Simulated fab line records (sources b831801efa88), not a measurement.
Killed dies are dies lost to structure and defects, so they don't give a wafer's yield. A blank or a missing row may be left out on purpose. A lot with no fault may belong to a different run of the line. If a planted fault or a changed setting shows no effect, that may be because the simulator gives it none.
Matching of chambers / flow sfqLine / SFQ_TRILAYER_I0_CMP_CMP_028 on cmp-02 has 4 sister chambers
The step polishes SiO2. 8 wafers are shown with their chamber, then 11 later ones without.

## EACH WAFER AND ITS CHAMBER
wafer=L161.5; chamber=0; motorCurrentA (A)=9.1; edgeZonePressureFrac=0.993
wafer=L162.2; chamber=0; motorCurrentA (A)=8.6; edgeZonePressureFrac=1.006
wafer=L174.2; chamber=3; motorCurrentA (A)=9.5; edgeZonePressureFrac=0.995
wafer=L174.1; chamber=1; motorCurrentA (A)=10.1; edgeZonePressureFrac=0.994
wafer=L176.1; chamber=2; motorCurrentA (A)=8.1; edgeZonePressureFrac=1.005
wafer=L176.5; chamber=2; motorCurrentA (A)=8.4; edgeZonePressureFrac=1.002
wafer=L176.6; chamber=3; motorCurrentA (A)=9.9; edgeZonePressureFrac=1.000
wafer=L177.1; chamber=1; motorCurrentA (A)=9.5; edgeZonePressureFrac=0.997

## WAFERS WITHOUT THEIR CHAMBER
wafer=L177.4; motorCurrentA (A)=9.9; edgeZonePressureFrac=1.005
wafer=L177.6; motorCurrentA (A)=10.1; edgeZonePressureFrac=0.998
wafer=L179.3; motorCurrentA (A)=9.1; edgeZonePressureFrac=1.003
wafer=L179.4; motorCurrentA (A)=8.3; edgeZonePressureFrac=0.999
wafer=L179.5; motorCurrentA (A)=10.1; edgeZonePressureFrac=1.007
wafer=L180.2; motorCurrentA (A)=8.5; edgeZonePressureFrac=0.993
wafer=L180.4; motorCurrentA (A)=9.1; edgeZonePressureFrac=1.004
wafer=L180.6; motorCurrentA (A)=8.6; edgeZonePressureFrac=0.997
wafer=L181.3; motorCurrentA (A)=8.9; edgeZonePressureFrac=0.996
wafer=L181.1; motorCurrentA (A)=8.7; edgeZonePressureFrac=0.994
wafer=L181.5; motorCurrentA (A)=8.7; edgeZonePressureFrac=0.999

## WHICH CHAMBER EACH WENT THROUGH
wafer=L177.4; from the rows above=can't be placed: 3 or 1 or 0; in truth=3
wafer=L177.6; from the rows above=can't be placed: 1 or 3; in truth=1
wafer=L179.3; from the rows above=can't be placed: 0 or 3 or 1 or 2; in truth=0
wafer=L179.4; from the rows above=can't be placed: 2 or 0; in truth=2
wafer=L179.5; from the rows above=can't be placed: 3 or 1 or 0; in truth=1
wafer=L180.2; from the rows above=can't be placed: 0 or 2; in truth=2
wafer=L180.4; from the rows above=can't be placed: 0 or 3 or 2 or 1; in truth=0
wafer=L180.6; from the rows above=can't be placed: 0 or 2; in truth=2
wafer=L181.3; from the rows above=can't be placed: 0 or 3 or 2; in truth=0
wafer=L181.1; from the rows above=can't be placed: 0 or 2 or 3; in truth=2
wafer=L181.5; from the rows above=can't be placed: 0 or 2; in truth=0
Correctly placed: 0 of 11. Not placeable from these rows: 11 (in 11, the candidates include the true chamber). 0 placed wrongly.
How it was worked out, from the rows above alone: a wafer's distance from a chamber is the root of the sum, over the readings, of the square of ((its reading less the chamber's mean) divided by the reading's scatter). The wafer belongs to the nearest chamber; if the next one is less than 2 further off, it can't be placed. A chamber's mean is the mean of its shown wafers. The scatter: the root of (the sum of the squares of (reading less its chamber's mean) over the shown wafers, divided by (wafers less chambers)).
